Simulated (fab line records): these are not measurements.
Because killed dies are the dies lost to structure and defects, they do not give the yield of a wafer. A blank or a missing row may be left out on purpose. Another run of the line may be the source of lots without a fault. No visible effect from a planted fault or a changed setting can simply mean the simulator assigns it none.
Struck lot and sound lot, side by side -- flow sfq line -- 28 out of 325 route steps
Sound: wafers L113.1, L113.2, L113.3. Wafers struck: L119.1, L119.2, L119.3. The cause comes at the end.
For every step that has rows: the tool of each side, followed by ch and its chambers, followed by its first start. Under that, the readings that differ: sound wafers -- struck wafers -- difference of the means -- sigmas: that difference in standard deviations of wafers without a fault.
alike: readings whose means differ by less than 2 such deviations, and words and numbers that are the same on both sides. not compared: withheld readings, readings that some wafer has no value for, bounds like >300 that may hide the same value, and numbers for which the record gives no deviation and whose values overlap.
A row with sigmas, a row that says differs or no value, or rows on one side alone: a step with any of these is where the two part. Numbers that don't overlap but have no deviation are shown without sigmas and don't part them. Lack of a reading on every wafer of one side parts them only where that side has two or more wafers.

first, 6 steps without rows for these wafers: SFQ_TRILAYER_M6_LITHO_COAT_164 (resist thk 62 nm); SFQ_TRILAYER_M6_LITHO_COAT_159 (resist thk 600 nm); SFQ_TRILAYER_M6_LITHO_SOFTBAKE_163; SFQ_TRILAYER_M6_LITHO_EXPOSE_160 (exposes mask M6, target cd 500 nm); SFQ_TRILAYER_M6_LITHO_PEB_162 (peb time 58.65 s); SFQ_TRILAYER_M6_LITHO_DEVELOP_161 (time 60 s).
SFQ_M6_OVL_MEAS_940:
  sound: overlay-02 at day 76 01:41; struck: overlay-02 at day 81 18:41
  alike: M6_OVL
SFQ_TRILAYER_M6_BARC_OPEN_METAL_ETCH_206: etches BARC in O2, target depth 125 nm, time 41.7 s.
  sound on rie metal-03 ch 0, day 76 01:44; struck on rie metal-01 ch 0,1, day 81 18:44
  alike: drypump motor current A, oes product au, rf fwd power W
  not compared: rf hours counter h
SFQ_TRILAYER_M6_ETCH_METAL_ETCH_162: etches Nb in Cl2/Ar, stops on SiO2, target depth 240 nm, time 120 s.
  sound on rie metal-03 ch 0, day 76 01:51; struck on rie metal-01 ch 0,1, day 81 18:47
  alike: drypump motor current A, oes product au, rf fwd power W
  not compared: rf hours counter h
SFQ_TRILAYER_M6_STRIP_STRIP_163: strips in O2.
  sound on rie metal-03 ch 0, day 76 02:06; struck on rie metal-01 ch 0,1, day 81 18:55
  alike: drypump motor current A, oes product au
  not compared: rf hours counter h
then, 2 steps without rows for these wafers: SFQ_TRILAYER_M6_STRIP_SOLV_CLEAN_164 (cleans in NMP, time 600 s); SFQ_TRILAYER_I6_DEP_PECVD_165 (deposits SiO2 from SiH4/N2O, time 111.11 s, target thk 500 nm).
SFQ_TRILAYER_I6_CMP_CMP_166: polishes SiO2.
  sound on cmp-02 ch 0,1,3, day 76 03:33; struck on cmp-01 ch 0,1,3, day 81 20:22
reading,sound,struck,difference,sigmas
time to endpoint s (s),215 209 219,194 187 195,-22,-3
model.SiO2_of_TRILAYER_I6_DEP_PECVD_165.thk nm (nm),200.4 198.9 200.1,219.6 219.2 218.3,+19.2,
  alike: edge zone pressure frac, head pressure psi, motor current A, retaining ring pressure frac
SFQ_I6_BOW_MEAS_941:
  sound: film metro-03 at day 76 06:33; struck: film metro-01 at day 81 23:22
  alike: I6_BOW
SFQ_TRILAYER_I6_METRO_MEASURE_167:
  sound: film metro-03 at day 76 06:40; struck: film metro-01 at day 81 23:29
reading,sound,struck,difference,sigmas
thk nm (nm),200.3 199.0 200.0,219.7 219.2 218.3,+19.3,+21
then, 6 steps without rows for these wafers: SFQ_TRILAYER_I6_VIA_LITHO_COAT_174 (resist thk 62 nm); SFQ_TRILAYER_I6_VIA_LITHO_COAT_169 (resist thk 650 nm); SFQ_TRILAYER_I6_VIA_LITHO_SOFTBAKE_173; SFQ_TRILAYER_I6_VIA_LITHO_EXPOSE_170 (exposes mask I6, target cd 700 nm); SFQ_TRILAYER_I6_VIA_LITHO_PEB_172 (peb time 60 s); SFQ_TRILAYER_I6_VIA_LITHO_DEVELOP_171 (time 60 s).
SFQ_I6_OVL_MEAS_942:
  sound: overlay-01 at day 80 04:37; struck: overlay-01 at day 82 06:19
  alike: I6_OVL
SFQ_TRILAYER_I6_VIA_BARC_OPEN_VIA_ETCH_235: etches BARC in O2, target depth 125 nm, time 43.26 s.
  sound on rie diel-02 ch 1,2,3, day 80 04:39; struck on rie diel-03 ch 1,2,3, day 82 06:21
  alike: drypump motor current A, oes product au
  not compared: rf hours counter h
SFQ_TRILAYER_I6_VIA_ETCH_VIA_ETCH_172: etches SiO2 in CHF3, stops on Nb, target depth 260 nm.
  sound on rie diel-02 ch 1,2,3, day 80 04:41; struck on rie diel-03 ch 1,2,3, day 82 06:23
reading,sound,struck,difference,sigmas
oes product au (a.u.),0.848 0.851 0.848,0.901 0.905 0.893,+0.051,+10
model.I6.feature depth nm (nm),200.4 198.9 200.1,219.6 219.2 218.3,+19.2,
model.etch.depth nm (nm),200.4 198.9 200.1,219.6 219.2 218.3,+19.2,
  alike: drypump motor current A, rf fwd power W
SFQ_TRILAYER_I6_VIA_STRIP_STRIP_173: strips in O2.
  sound on rie metal-04 ch 0,1, day 80 04:49; struck on rie metal-03 ch 0,1, day 82 06:30
  alike: drypump motor current A, oes product au
  not compared: rf hours counter h
then, 1 step without rows for these wafers: SFQ_TRILAYER_I6_VIA_STRIP_SOLV_CLEAN_174 (cleans in NMP, time 600 s).
SFQ_TRILAYER_M7_DEP_PRE_CLEAN_176: time 22.5 s.
  sound: pvd sputter-03 at day 80 05:35; struck: pvd sputter-06 at day 82 07:17
reading,sound,struck,difference,sigmas
model.SiO2_of_TRILAYER_I6_DEP_PECVD_165.thk nm (nm),192.9 191.4 192.6,212.1 211.7 210.8,+19.2,
  alike: bias v
then, 1 step without rows for these wafers: SFQ_TRILAYER_M7_DEP_SPUTTER_175 (material Nb, target thk 200 nm, time 133.3 s).

== WHERE THEY PART ==
Last at SFQ_TRILAYER_I6_VIA_ETCH_VIA_ETCH_172 as far as this record goes, first at SFQ_TRILAYER_I6_CMP_CMP_166. Later steps at which nothing parts them and some readings are alike: SFQ_TRILAYER_I6_VIA_STRIP_STRIP_173, SFQ_TRILAYER_M7_DEP_PRE_CLEAN_176.

WHY: the cause the simulator had injected
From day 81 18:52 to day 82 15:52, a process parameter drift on cmp-01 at SFQ_TRILAYER_I6_CMP_CMP_166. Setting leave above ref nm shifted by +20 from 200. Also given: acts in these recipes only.
